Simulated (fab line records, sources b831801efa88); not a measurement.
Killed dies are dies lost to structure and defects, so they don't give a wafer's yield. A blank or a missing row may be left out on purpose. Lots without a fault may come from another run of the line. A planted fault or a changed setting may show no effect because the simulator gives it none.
One fault seen from 2 desks | flow sky130 | each desk has only its own numbers; what lay behind them comes last

THE TOOL OWNER'S DESK: lpcvd-03
The tool's own readings at SKY_SONOS_ONO_CVD_04 (deposits SiO2 from SiH4/N2O, target thk 5.7199 nm): means of the sampled wafers that have a number, for each lot that ran on this tool. A lot is out of limits, marked OUT, if its mean lies more than 4 standard deviations from the usual mean; the brackets give that distance.
Columns: A = pressure_mtorr at SKY_SONOS_ONO_CVD_04, usual 399.8 mTorr; B = spike_tc_centre_C at SKY_SONOS_ONO_CVD_04, usual 899.4 C; C = zone_power_centre_pct at SKY_SONOS_ONO_CVD_04, usual 19.35 %; D = zone_power_upper_pct at SKY_SONOS_ONO_CVD_04, usual 17.7 %
lot  | first seen here | A     | B                | C               | D
L720 | day 11 16:39    | 399.9 | 899.8            | 19.43           | 18.0
L721 | day 11 20:47    | 400.3 | 901.2            | 19.28           | 17.0
L722 | day 12 04:08    | 399.8 | 899.2            | 19.44           | 17.9
L723 | day 12 13:04    | 399.7 | 899.6            | 19.47           | 17.9
L724 | day 12 16:47    | 400.6 | 899.2            | 19.38           | 17.9
L725 | day 13 04:25    | 400.3 | 898.8            | 19.45           | 18.0
L729 | day 14 14:32    | 399.5 | 911.9 (+9.6) OUT | 24.36 (+26) OUT | 15.4
L738 | day 17 10:48    | 400.6 | 900.4            | 19.16           | 16.8
L737 | day 17 18:14    | 399.3 | 899.5            | 19.31           | 18.1
L739 | day 17 23:49    | 400.5 | 899.0            | 19.49           | 17.9
L740 | day 18 04:03    | 399.6 | 900.2            | 19.20           | 16.7
L742 | day 18 21:30    | 399.6 | 900.5            | 19.40           | 16.9
L743 | day 19 06:37    | 398.3 | 901.0            | 19.31           | 16.8
This desk's finding: out of limits on L729; first on L729, day 14 14:32 (spike_tc_centre_C at SKY_SONOS_ONO_CVD_04). In limits: L720, L721, L722, L723, L724, L725, L738, L737, L739, L740, L742, L743.

THE METROLOGY DESK
What the gauges read, lot by lot, whatever tool the lot ran on: means of the sampled wafers that have a number. A lot is out of limits, marked OUT, if its mean lies more than 4 standard deviations from the usual mean; the brackets give that distance.
Columns: A = VT_ADJUST_HVTP_TW at SKY_VT_ADJUST_HVTP_TW_MEAS_11, usual 1350; B = VT_ADJUST_NCORE_OVL at SKY_VT_ADJUST_NCORE_OVL_MEAS_08, usual -0.5 nm; C = GATE_OXIDE_OVL at SKY_GATE_OXIDE_OVL_MEAS_10, usual 1.3 nm
lot  | first seen here | A    | B    | C
L720 | day 6 06:04     | 1366 | 1.9  | 1.0
L721 | day 6 08:37     | 1331 | -0.6 | 1.9
L722 | day 6 11:31     | 1324 | 1.9  | 0.4
L723 | day 6 18:53     | 1359 | 1.4  | 1.3
L724 | day 6 22:19     | 1368 | -0.7 | 2.6
L725 | day 7 10:02     | 1335 | -3.3 | 1.0
L729 | day 8 11:47     | 1333 | -1.6 | 1.6
L738 | day 10 19:49    | 1352 | -0.1 | 1.1
L737 | day 10 23:35    | 1354 | -0.4 | -0.4
L739 | day 11 04:01    | 1322 | -2.3 | 0.9
L740 | day 11 09:48    | 1358 | -1.3 | 0.2
L742 | day 11 22:25    | 1323 | 0.8  | 1.8
L743 | day 12 04:31    | 1357 | -2.5 | 0.9
This desk's finding: nothing out of limits on any of the 13 lots.

PUT TOGETHER
The tool owner's desk could have raised an alarm at day 14 14:32, on L729.
The metrology desk saw nothing out of limits.
The metrology desk has L729 on record, within its limits.
Of the lots named, all ran SKY_SONOS_ONO_CVD_04 on lpcvd-03.

WHAT THE SIMULATOR HAD PUT IN
Process parameter drift: lpcvd-03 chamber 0, from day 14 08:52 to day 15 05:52, at SKY_SONOS_ONO_CVD_04. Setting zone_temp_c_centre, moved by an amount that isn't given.
Lots struck among those shown: L729.
Hours from the fault's start to each desk's first reading out of limits: the tool owner's desk, 6.
